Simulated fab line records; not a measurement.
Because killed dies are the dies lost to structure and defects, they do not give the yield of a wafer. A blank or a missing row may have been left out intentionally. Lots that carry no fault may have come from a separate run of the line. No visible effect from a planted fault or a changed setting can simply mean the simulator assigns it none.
Which tool was responsible?	flow gf180mcu	12 lots, 36 wafers sampled, at 6 steps of a route of 602

== WHAT EACH GAUGE READ, for each wafer ==
GF_MVPSD_TW_MEAS_11. Usual: MVPSD_TW typically reads 554, with standard deviation 3.4.
lot	measured	on	MVPSD_TW	flag
L904	day 5 06:20	film_metro-03	556 559 557	
L906	day 5 19:04	film_metro-03	558 559 559	
L907	day 6 01:31	film_metro-01	556 553 554	
L908	day 6 07:35	film_metro-03	552 551 549	
L912	day 7 07:17	film_metro-03	555 549 554	
L914	day 7 18:14	film_metro-01	414 415 413	OFF
L917	day 8 13:09	film_metro-03	409 410 411	OFF
L920	day 9 06:17	film_metro-03	553 557 556	
L921	day 9 13:05	film_metro-01	554 557 558	
L922	day 9 16:41	film_metro-03	558 555 556	
L924	day 10 06:46	film_metro-03	555 555 556	
L926	day 10 17:07	film_metro-03	550 554 550	

GF_VT_IMPLANT_TW_MEAS_10. Usual: VT_IMPLANT_TW typically reads 564, with standard deviation 3.8.
lot	measured	on	VT_IMPLANT_TW	flag
L904	day 5 20:23	film_metro-04	561 561 561	
L906	day 6 09:59	film_metro-01	564 565 566	
L907	day 6 17:11	film_metro-02	568 565 565	
L908	day 6 22:40	film_metro-04	559 557 556	
L912	day 7 23:19	film_metro-04	563 563 562	
L914	day 8 10:23	film_metro-02	566 566 564	
L917	day 9 05:57	film_metro-04	558 563 561	
L920	day 9 23:26	film_metro-02	571 565 566	
L921	day 10 06:50	film_metro-04	559 560 560	
L922	day 10 10:34	film_metro-01	568 567 568	
L924	day 11 00:37	film_metro-02	566 567 565	
L926	day 11 10:53	film_metro-01	570 569 571	

GF_VT_IMPLANT_TW_MEAS_21. Usual: VT_IMPLANT_2_TW typically reads 1218, with standard deviation 7.5.
lot	measured	on	VT_IMPLANT_2_TW	flag
L904	day 6 11:02	film_metro-01	1226 1224 1224	
L906	day 7 00:55	film_metro-02	1221 1224 1217	
L907	day 7 08:28	film_metro-01	1228 1228 1231	
L908	day 7 14:22	film_metro-01	1225 1230 1226	
L912	day 8 15:49	film_metro-04	1214 1214 1212	
L914	day 9 03:07	film_metro-02	1225 1228 1219	
L917	day 9 23:17	film_metro-04	1210 1211 1212	
L920	day 10 17:38	film_metro-04	1208 1203 1213	
L921	day 11 00:55	film_metro-04	1205 1201 1207	
L922	day 11 04:50	film_metro-02	1224 1220 1219	
L924	day 11 19:40	film_metro-01	1225 1228 1231	
L926	day 12 05:55	film_metro-02	1212 1216 1213	

GF_VT_IMPLANT_RS_MEAS_49: uses a four-point probe to measure. Usual: MVPSD_RS typically reads 1168 ohm/sq, with standard deviation 3.1.
lot	measured	on	MVPSD_RS (ohm/sq)	flag
L904	day 7 19:08	film_metro-01	1167 1169 1167	
L906	day 8 10:04	film_metro-03	1169 1171 1167	
L907	day 8 18:17	film_metro-01	1162 1164 1166	
L908	day 8 23:52	film_metro-04	1172 1173 1171	
L912	day 10 03:00	film_metro-04	1175 1173 1173	
L914	day 10 15:20	film_metro-03	2178 2181 2193	OFF
L917	day 11 11:17	film_metro-03	2175 2174 2169	OFF
L920	day 12 07:43	film_metro-03	1166 1163 1165	
L921	day 12 15:50	film_metro-03	1169 1167 1166	
L922	day 12 20:45	film_metro-04	1163 1165 1166	
L924	day 13 12:19	film_metro-01	1168 1163 1163	
L926	day 13 23:00	film_metro-04	1171 1172 1170	

== TOOL THAT RAN EACH LOT (tool first, then ch and the chambers of the sampled wafers, then the start) ==
lot	GF_STI_ETCH_13	GF_MVPSD_IMPLANT_08
L904	rie_diel-02 ch 1,2,3, day 2 06:31	implanter-01 ch 0, day 5 05:56
L906	rie_diel-01 ch 0,2,3, day 2 16:43	implanter-01 ch 0, day 5 18:40
L907	rie_diel-03 ch 2,3, day 2 22:23	implanter-01 ch 0, day 6 01:07
L908	rie_diel-03 ch 2,3, day 3 02:46	implanter-02 ch 0, day 6 07:14
L912	rie_diel-03 ch 0,2,3, day 3 23:37	implanter-01 ch 0, day 7 06:53
L914	rie_diel-02 ch 1,2, day 4 10:01	implanter-02 ch 0, day 7 17:50
L917	rie_diel-01 ch 0,2,3, day 5 02:05	implanter-02 ch 0, day 8 12:46
L920	rie_diel-03 ch 0,2, day 5 17:25	implanter-01 ch 0, day 9 05:53
L921	rie_diel-03 ch 0,2, day 5 22:07	implanter-04 ch 0, day 9 12:41
L922	rie_diel-01 ch 1,3, day 6 02:19	implanter-01 ch 0, day 9 16:17
L924	rie_diel-03 ch 0,2, day 6 13:28	implanter-01 ch 0, day 10 06:23
L926	rie_diel-01 ch 0,1,2, day 6 23:55	implanter-01 ch 0, day 10 16:44
- GF_STI_ETCH_13: etches the open film in CHF3/O2, stops on Si, target depth 282.31 nm, time 112.9 s.
- GF_MVPSD_IMPLANT_08

== AS READ BY THE TOOLS THEMSELVES (means over the sampled wafers that have a number; for cases with no such wafer, the mark the record gives instead) ==
GF_STI_ETCH_13. Usual: chf3_flow_sccm 50.00 sccm, standard deviation 0.15; drypump_motor_current_A 5.5 A, standard deviation 0.4; oes_product_au 0.832 a.u., standard deviation 0.0057; throttle_valve_pct 8.810 %, standard deviation 0.0095.
lot	tool	chf3_flow_sccm (sccm)	drypump_motor_current_A (A)	oes_product_au (a.u.)	throttle_valve_pct (%)	flag
L904	rie_diel-02	49.99	5.5	0.833	8.801	
L906	rie_diel-01	49.99	5.6	0.841	8.806	
L907	rie_diel-03	50.05	5.9	0.832	8.813	
L908	rie_diel-03	50.23	5.9	0.835	8.818	
L912	rie_diel-03	49.99	5.5	0.828	8.808	
L914	rie_diel-02	49.83	5.6	0.832	8.808	
L917	rie_diel-01	49.97	5.6	0.828	8.808	
L920	rie_diel-03	50.16	5.1	0.836	8.816	
L921	rie_diel-03	50.16	5.6	0.837	8.813	
L922	rie_diel-01	50.00	5.4	0.833	8.809	
L924	rie_diel-03	49.92	5.1	0.827	8.812	
L926	rie_diel-01	50.18	5.5	0.824	8.814	

GF_MVPSD_IMPLANT_08. Usual: dose_ions_cm2 1.4998e+13, standard deviation 1.6e+10; faraday_current_uA 84.8, standard deviation 1.6.
lot	tool	dose_ions_cm2	faraday_current_uA	flag
L904	implanter-01	1.5007e+13	85.4	
L906	implanter-01	1.5001e+13	85.9	
L907	implanter-01	1.4986e+13	85.5	
L908	implanter-02	1.4997e+13	84.3	
L912	implanter-01	1.5012e+13	85.3	
L914	implanter-02	3.8500e+12	21.8	OFF
L917	implanter-02	3.8310e+12	21.4	OFF
L920	implanter-01	1.5014e+13	85.0	
L921	implanter-04	1.4987e+13	85.6	
L922	implanter-01	1.5006e+13	85.3	
L924	implanter-01	1.5002e+13	85.3	
L926	implanter-01	1.4995e+13	84.7	

== THE ANSWER, worked out from the rows above alone ==
Rule: lot off if the mean of its wafers having a number is beyond 3 standard deviations from the usual mean. Also off: a lot with no number at a reading for which 4 or more lots have one. Where the step has rows for the other lots, those lots are counted as sound. Order of review: gauges by route order, followed by the tools' own readings, for which a lot's mean as printed above is used. The first step at which some lot is off is used, and at that step the reading that is off furthest; a lot without a number counts as furthest.
Off: at GF_MVPSD_TW_MEAS_11 (MVPSD_TW), L914, L917.
A tool fits if, at a process step before that reading, it ran every lot that is off, and no sound lot after the first of them. Not tried: the gauges at GF_MVPSD_TW_MEAS_11; whatever is off there is also off at GF_MVPSD_IMPLANT_08, on other tools, and gauge error can't account for it. One fits: GF_MVPSD_IMPLANT_08 on implanter-02. A fault onset in the window from L908 (day 6 07:14, its last sound lot) to L914 (day 7 17:50, its first lot off) fits.
The tool's own readings at GF_MVPSD_IMPLANT_08 bear it out: on the lots that are off they differ by more than 5 times the standard deviation of the sound lots' means. dose_ions_cm2 reads 3.8405e+12 there against 1.5001e+13 on the sound lots; faraday_current_uA reads 21.6 there against 85.2 on the sound lots.

== WHAT WAS PUT IN BY THE SIMULATOR ==
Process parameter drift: implanter-02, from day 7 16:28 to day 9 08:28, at GF_MVPSD_IMPLANT_08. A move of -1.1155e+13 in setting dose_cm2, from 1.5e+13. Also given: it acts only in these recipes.
Shown lots that were struck: L914, L917. The rule above found the same.
